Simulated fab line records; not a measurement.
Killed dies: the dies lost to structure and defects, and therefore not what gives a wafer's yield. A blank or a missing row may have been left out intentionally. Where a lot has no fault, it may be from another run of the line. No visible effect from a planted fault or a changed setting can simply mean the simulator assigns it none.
fab line records | flow sky130
record: lots: 14 | wafers: 42 | last_day: 50
route steps=708 shown NWELL@76 PWDE@84 VT_ADJUST_LVTN@105 VT_ADJUST_NCORE@127
lots that met no fault: taken from a fault-free run of the same line
start_h: the number of hours between the record's first day and the start of the first shown wafer of the lot | wait_h: how many hours have passed since the lot's step before this one | " as in the row above | L1.1+2: a row that stands for several wafers | - no value, or no start was given | * or withheld: withheld | < > ~ a bound
route shown NAME@n: a module of which the file shows steps, and the number in the route of the first | usual: mean/standard deviation of fault-free wafers | same: alike in all rows | chamber/n: place in a boat | sites: readings site by site | _std_site: standard deviation of those values | _edge_site: inner sites' mean taken away from outer sites' mean | radius_mm: how far each site lies from the wafer's centre | mask NAME#n: copy n | behind: the most recent tool/chamber to have shaped the wafer | hold: cause of the lot's hold/its duration in hours/its outcome | device: names the non-switching transistor (n, p or np) | end of line: tests of these same wafers at the route's end | a step without rows: its recipe alone | killed: at the first sort, the dies lost to defects and structure; wafer yield is something else | map: dies across one wafer; x = killed, . = not, _ = none there
set.NAME: the setting that was run; set.NAME@STEP: the one run at that earlier step | model.NAME: the simulator's own value behind a step, which no gauge read
route steps across a sampled set of lots; one table per step, one row per wafer
services: the hour from which a tool's chamber was out of use, counted from the record's first day as start_h (under 0 if before that day), plus the number of hours and why
== steps ==
step: SKY_NWELL_OVL_MEAS_23
usual: NWELL_01_OVL: 0.3/1.3
lot.wafer | tool       | chamber | start_h | wait_h | NWELL_01_OVL[nm]
L511.3    | overlay-02 | -       | 102.75  | -      | -2.4
L511.4    | "          | -       | "       | "      | -0.1
L511.5    | "          | -       | "       | "      | -2.8
L512.3    | overlay-01 | -       | 106.30  | -      | 1.0
L512.4    | "          | -       | "       | "      | -0.3
L512.6    | "          | -       | "       | "      | -0.3
L513.1    | overlay-02 | -       | 112.55  | -      | 0.3
L513.3    | "          | -       | "       | "      | 1.0
L513.6    | "          | -       | "       | "      | -0.7
L514.1    | overlay-01 | -       | 127.61  | -      | 0.6
L514.3    | "          | -       | "       | "      | 0.8
L514.5    | "          | -       | "       | "      | 0.9
L516.1    | overlay-01 | -       | 140.55  | -      | -1.8
L516.5    | "          | -       | "       | "      | -1.5
L516.6    | "          | -       | "       | "      | 0.7
L518.2    | overlay-01 | -       | 148.65  | -      | 0.5
L518.4    | "          | -       | "       | "      | -0.8
L518.6    | "          | -       | "       | "      | -0.9
L523.3    | overlay-02 | -       | 178.96  | -      | -2.0
L523.4    | "          | -       | "       | "      | 0.6
L523.6    | "          | -       | "       | "      | 1.4
L524.1    | overlay-01 | -       | 183.40  | -      | -1.7
L524.4    | "          | -       | "       | "      | 0.2
L524.6    | "          | -       | "       | "      | 0.6
L525.1    | overlay-02 | -       | 192.69  | -      | 0.1
L525.2    | "          | -       | "       | "      | -0.4
L525.3    | "          | -       | "       | "      | 0.7
L526.2    | overlay-01 | -       | 197.14  | -      | -0.4
L526.4    | "          | -       | "       | "      | -2.5
L526.6    | "          | -       | "       | "      | -0.2
L527.1    | overlay-01 | -       | 203.66  | -      | 0.7
L527.2    | "          | -       | "       | "      | 1.3
L527.4    | "          | -       | "       | "      | 1.3
L530.1    | overlay-01 | -       | 218.75  | -      | 1.9
L530.4    | "          | -       | "       | "      | -0.8
L530.5    | "          | -       | "       | "      | 2.1
L532.1    | overlay-02 | -       | 237.65  | -      | -1.2
L532.3    | "          | -       | "       | "      | -1.7
L532.6    | "          | -       | "       | "      | -1.5
L533.3    | overlay-01 | -       | 241.87  | -      | 2.2
L533.4    | "          | -       | "       | "      | 0.9
L533.6    | "          | -       | "       | "      | 3.0
step: SKY_NWELL_RS_MEAS_31
recipe: thk_meas_gauge: four-point-probe
usual: PWDE_RS: 5280/21
lot.wafer | tool          | chamber | start_h | wait_h | PWDE_RS[ohm/sq]
L511.3    | film_metro-01 | -       | 103.52  | 0.1    | 5298
L511.4    | "             | -       | "       | "      | 5303
L511.5    | "             | -       | "       | "      | 5293
L512.3    | film_metro-01 | -       | 107.07  | 0.1    | 5306
L512.4    | "             | -       | "       | "      | 5299
L512.6    | "             | -       | "       | "      | 5310
L513.1    | film_metro-04 | -       | 113.29  | 0.1    | 5246
L513.3    | "             | -       | "       | "      | 5261
L513.6    | "             | -       | "       | "      | 5260
L514.1    | film_metro-04 | -       | 128.34  | 0.1    | 5267
L514.3    | "             | -       | "       | "      | 5251
L514.5    | "             | -       | "       | "      | 5289
L516.1    | film_metro-04 | -       | 141.29  | 0.1    | 5284
L516.5    | "             | -       | "       | "      | 5263
L516.6    | "             | -       | "       | "      | 5262
L518.2    | film_metro-02 | -       | 149.40  | 0.1    | 5291
L518.4    | "             | -       | "       | "      | 5300
L518.6    | "             | -       | "       | "      | 5296
L523.3    | film_metro-01 | -       | 179.73  | 0.1    | 5277
L523.4    | "             | -       | "       | "      | 5275
L523.6    | "             | -       | "       | "      | 5256
L524.1    | film_metro-01 | -       | 184.14  | 0.1    | 5273
L524.4    | "             | -       | "       | "      | 5283
L524.6    | "             | -       | "       | "      | 5270
L525.1    | film_metro-01 | -       | 193.42  | 0.1    | 5306
L525.2    | "             | -       | "       | "      | 5322
L525.3    | "             | -       | "       | "      | 5331
L526.2    | film_metro-02 | -       | 197.89  | 0.1    | 5271
L526.4    | "             | -       | "       | "      | 5272
L526.6    | "             | -       | "       | "      | 5286
L527.1    | film_metro-01 | -       | 204.39  | 0.1    | 5266
L527.2    | "             | -       | "       | "      | 5289
L527.4    | "             | -       | "       | "      | 5278
L530.1    | film_metro-02 | -       | 219.49  | 0.1    | 5271
L530.4    | "             | -       | "       | "      | 5266
L530.5    | "             | -       | "       | "      | 5278
L532.1    | film_metro-02 | -       | 238.39  | 0.1    | 5286
L532.3    | "             | -       | "       | "      | 5281
L532.6    | "             | -       | "       | "      | 5282
L533.3    | film_metro-01 | -       | 242.63  | 0.1    | 5336
L533.4    | "             | -       | "       | "      | 5304
L533.6    | "             | -       | "       | "      | 5306
step: SKY_VT_ADJUST_LVTN_IMPLANT_08
recipe: species: B | energy_kev: 30 | dose_cm2: 1.57e+12 | tilt_deg: withheld
usual: beam_energy_keV: 30.001/0.0099 | beam_on_s: 10.00/0.18
lot.wafer | tool         | chamber | start_h | wait_h | beam_energy_keV | beam_on_s
L511.3    | implanter-01 | 0       | 141.84  | 0.1    | 30.001          | 9.97
L511.4    | "            | 0       | "       | "      | 29.995          | 10.29
L511.5    | "            | 0       | "       | "      | 30.005          | 9.86
L512.3    | implanter-04 | 0       | 146.34  | 0.1    | 30.006          | 9.97
L512.4    | "            | 0       | "       | "      | 30.001          | 9.81
L512.6    | "            | 0       | "       | "      | 29.994          | 9.99
L513.1    | implanter-03 | 0       | 151.39  | 0.0    | 30.013          | 9.94
L513.3    | "            | 0       | "       | "      | 30.005          | 10.14
L513.6    | "            | 0       | "       | "      | 30.007          | 10.17
L514.1    | implanter-03 | 0       | 168.43  | 0.0    | 30.002          | 10.16
L514.3    | "            | 0       | "       | "      | 30.000          | 10.06
L514.5    | "            | 0       | "       | "      | 29.988          | 10.00
L516.1    | implanter-04 | 0       | 183.09  | 0.0    | 30.016          | 10.17
L516.5    | "            | 0       | "       | "      | 29.989          | 10.08
L516.6    | "            | 0       | "       | "      | 30.014          | 10.06
L518.2    | implanter-03 | 0       | 191.97  | 0.0    | 30.017          | 9.82
L518.4    | "            | 0       | "       | "      | 30.007          | 10.02
L518.6    | "            | 0       | "       | "      | 30.014          | 10.39
L523.3    | implanter-04 | -       | 224.43  | 0.1    | -               | -
L523.4    | "            | -       | "       | "      | -               | -
L523.6    | "            | -       | "       | "      | -               | -
L524.1    | implanter-03 | -       | 229.54  | 0.0    | -               | -
L524.4    | "            | -       | "       | "      | -               | -
L524.6    | "            | -       | "       | "      | -               | -
L525.1    | implanter-03 | 0       | 238.83  | 0.0    | 29.986          | 10.00
L525.2    | "            | 0       | "       | "      | 29.982          | 9.63
L525.3    | "            | 0       | "       | "      | 29.993          | 10.10
L526.2    | implanter-03 | 0       | 243.85  | 0.0    | 30.000          | 9.98
L526.4    | "            | 0       | "       | "      | 29.985          | 9.99
L526.6    | "            | 0       | "       | "      | 30.011          | 10.01
L527.1    | implanter-03 | 0       | 249.84  | 0.1    | 29.990          | 10.05
L527.2    | "            | 0       | "       | "      | 29.987          | 9.87
L527.4    | "            | 0       | "       | "      | 29.984          | 10.14
L530.1    | implanter-03 | 0       | 266.18  | 0.0    | 29.983          | 10.09
L530.4    | "            | 0       | "       | "      | 29.996          | 9.93
L530.5    | "            | 0       | "       | "      | 30.003          | 10.12
L532.1    | implanter-03 | 0       | 286.04  | 0.0    | 30.007          | 10.08
L532.3    | "            | 0       | "       | "      | 29.999          | 10.22
L532.6    | "            | 0       | "       | "      | 30.007          | 10.20
L533.3    | implanter-04 | 0       | 292.18  | 0.1    | 29.997          | 10.13
L533.4    | "            | 0       | "       | "      | 29.989          | 9.91
L533.6    | "            | 0       | "       | "      | 30.005          | 9.85
step: SKY_VT_ADJUST_LVTN_TW_MEAS_10
usual: VT_ADJUST_LVTN_TW: 242.6/1.2
lot.wafer | tool          | chamber | start_h | wait_h | VT_ADJUST_LVTN_TW
L511.3    | film_metro-01 | -       | 142.06  | 0.1    | 243.2
L511.4    | "             | -       | "       | "      | 242.6
L511.5    | "             | -       | "       | "      | 241.3
L512.3    | film_metro-04 | -       | 146.56  | 0.1    | 243.9
L512.4    | "             | -       | "       | "      | 244.0
L512.6    | "             | -       | "       | "      | 245.2
L513.1    | film_metro-04 | -       | 151.64  | 0.1    | 244.7
L513.3    | "             | -       | "       | "      | 244.3
L513.6    | "             | -       | "       | "      | 243.8
L514.1    | film_metro-03 | -       | 168.68  | 0.1    | 241.2
L514.3    | "             | -       | "       | "      | 241.0
L514.5    | "             | -       | "       | "      | 240.7
L516.1    | film_metro-01 | -       | 183.34  | 0.1    | 242.0
L516.5    | "             | -       | "       | "      | 243.0
L516.6    | "             | -       | "       | "      | 242.9
L518.2    | film_metro-01 | -       | 192.20  | 0.1    | 242.2
L518.4    | "             | -       | "       | "      | 240.6
L518.6    | "             | -       | "       | "      | 241.0
L523.3    | film_metro-03 | -       | 224.65  | 0.1    | 30.2
L523.4    | "             | -       | "       | "      | 30.1
L523.6    | "             | -       | "       | "      | 30.1
L524.1    | film_metro-03 | -       | 229.79  | 0.1    | 30.2
L524.4    | "             | -       | "       | "      | 30.4
L524.6    | "             | -       | "       | "      | 30.2
L525.1    | film_metro-03 | -       | 239.08  | 0.1    | 244.1
L525.2    | "             | -       | "       | "      | 242.7
L525.3    | "             | -       | "       | "      | 244.0
L526.2    | film_metro-04 | -       | 244.09  | 0.1    | 242.3
L526.4    | "             | -       | "       | "      | 242.6
L526.6    | "             | -       | "       | "      | 243.4
L527.1    | film_metro-04 | -       | 250.09  | 0.1    | 242.8
L527.2    | "             | -       | "       | "      | 242.5
L527.4    | "             | -       | "       | "      | 244.1
L530.1    | film_metro-04 | -       | 266.43  | 0.1    | 244.2
L530.4    | "             | -       | "       | "      | 243.9
L530.5    | "             | -       | "       | "      | 241.7
L532.1    | film_metro-03 | -       | 286.29  | 0.1    | 244.5
L532.3    | "             | -       | "       | "      | 245.2
L532.6    | "             | -       | "       | "      | 243.8
L533.3    | film_metro-04 | -       | 292.40  | 0.1    | 242.0
L533.4    | "             | -       | "       | "      | 241.9
L533.6    | "             | -       | "       | "      | 243.5
step: SKY_VT_ADJUST_NCORE_OVL_MEAS_08
usual: VT_ADJUST_NCORE_OVL: 0.6/1.4
lot.wafer | tool       | chamber | start_h | wait_h | VT_ADJUST_NCORE_OVL[nm]
L511.3    | overlay-02 | -       | 183.22  | 0.1    | 1.7
L511.4    | "          | -       | "       | "      | 2.7
L511.5    | "          | -       | "       | "      | 2.4
L512.3    | overlay-02 | -       | 187.62  | 0.1    | 0.4
L512.4    | "          | -       | "       | "      | 1.0
L512.6    | "          | -       | "       | "      | 0.5
L513.1    | overlay-01 | -       | 194.06  | 0.1    | -0.5
L513.3    | "          | -       | "       | "      | -1.4
L513.6    | "          | -       | "       | "      | 0.2
L514.1    | overlay-02 | -       | 212.13  | 0.1    | -0.5
L514.3    | "          | -       | "       | "      | -0.1
L514.5    | "          | -       | "       | "      | 1.1
L516.1    | overlay-01 | -       | 227.53  | 0.1    | 0.7
L516.5    | "          | -       | "       | "      | 0.9
L516.6    | "          | -       | "       | "      | 1.7
L518.2    | overlay-02 | -       | 237.56  | 0.1    | 0.7
L518.4    | "          | -       | "       | "      | 1.9
L518.6    | "          | -       | "       | "      | 0.2
L525.1    | overlay-01 | -       | 287.61  | 0.1    | -1.5
L525.2    | "          | -       | "       | "      | -2.4
L525.3    | "          | -       | "       | "      | -1.0
L526.2    | overlay-01 | -       | 293.42  | 0.1    | 2.3
L526.4    | "          | -       | "       | "      | 1.9
L526.6    | "          | -       | "       | "      | 3.8
L527.1    | overlay-01 | -       | 299.78  | 0.1    | -0.1
L527.2    | "          | -       | "       | "      | -1.1
L527.4    | "          | -       | "       | "      | 0.6
L530.1    | overlay-01 | -       | 316.46  | 0.1    | 1.3
L530.4    | "          | -       | "       | "      | 0.2
L530.5    | "          | -       | "       | "      | 0.7
L532.1    | overlay-01 | -       | 338.08  | 0.1    | 1.1
L532.3    | "          | -       | "       | "      | 1.9
L532.6    | "          | -       | "       | "      | 3.3
L533.3    | overlay-02 | -       | 342.69  | 0.1    | 2.4
L533.4    | "          | -       | "       | "      | 0.8
L533.6    | "          | -       | "       | "      | 1.9
== services ==
tool         | chamber | start_h | hours | kind
implanter-04 | -       | 157.66  | 3.6   | pm
implanter-01 | -       | 158.70  | 5.6   | repair
implanter-01 | -       | 186.08  | 3.1   | repair
implanter-01 | -       | 198.36  | 6.5   | pm
implanter-03 | -       | 199.89  | 3.9   | pm
implanter-03 | -       | 203.77  | 4.7   | pm
implanter-04 | -       | 247.53  | 2.4   | repair
== key ==
first_sign: step: SKY_VT_ADJUST_LVTN_IMPLANT_08 | reading: tool_record | direction: missing
effect: step: SKY_VT_ADJUST_LVTN_TW_MEAS_10 | reading: VT_ADJUST_LVTN_TW | direction: down | sigmas: 99+ | usual: 242.6 | struck: 30.2
met_at SKY_VT_ADJUST_LVTN_IMPLANT_08
struck_lots L523,L524
later_rows_left_out L523.3,L523.4,L523.6,L524.1,L524.4,L524.6
sort_left_out L523.3,L523.4,L523.6,L524.1,L524.4,L524.6
tester_left_out L523,L524
not_acting_at SKY_NWELL_OVL_MEAS_23,SKY_NWELL_RS_MEAS_31,SKY_VT_ADJUST_NCORE_OVL_MEAS_08
onset_between 191.97 224.43
fault: kind: skipped_step_whole | tool: implanter-03,implanter-04 | chamber: - | onset_h: 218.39 | steps: SKY_VT_ADJUST_LVTN_IMPLANT_08 | scope: struck_lots_only
tester_left_out: of these lots the tester's yield and bins aren't shown, on N5 and GAA mostly nor the transistor test; their killed dies are dies lost to structure and defects alone, not to doping, threshold or leakage, so they don't give the yield
sort_left_out: the simulated sort isn't trusted on such a fault, so these wafers' sort isn't shown, and their yield isn't known
later_rows_left_out: the simulator's readings of these wafers behind a module that went badly wrong aren't trusted and aren't shown, but for the sort
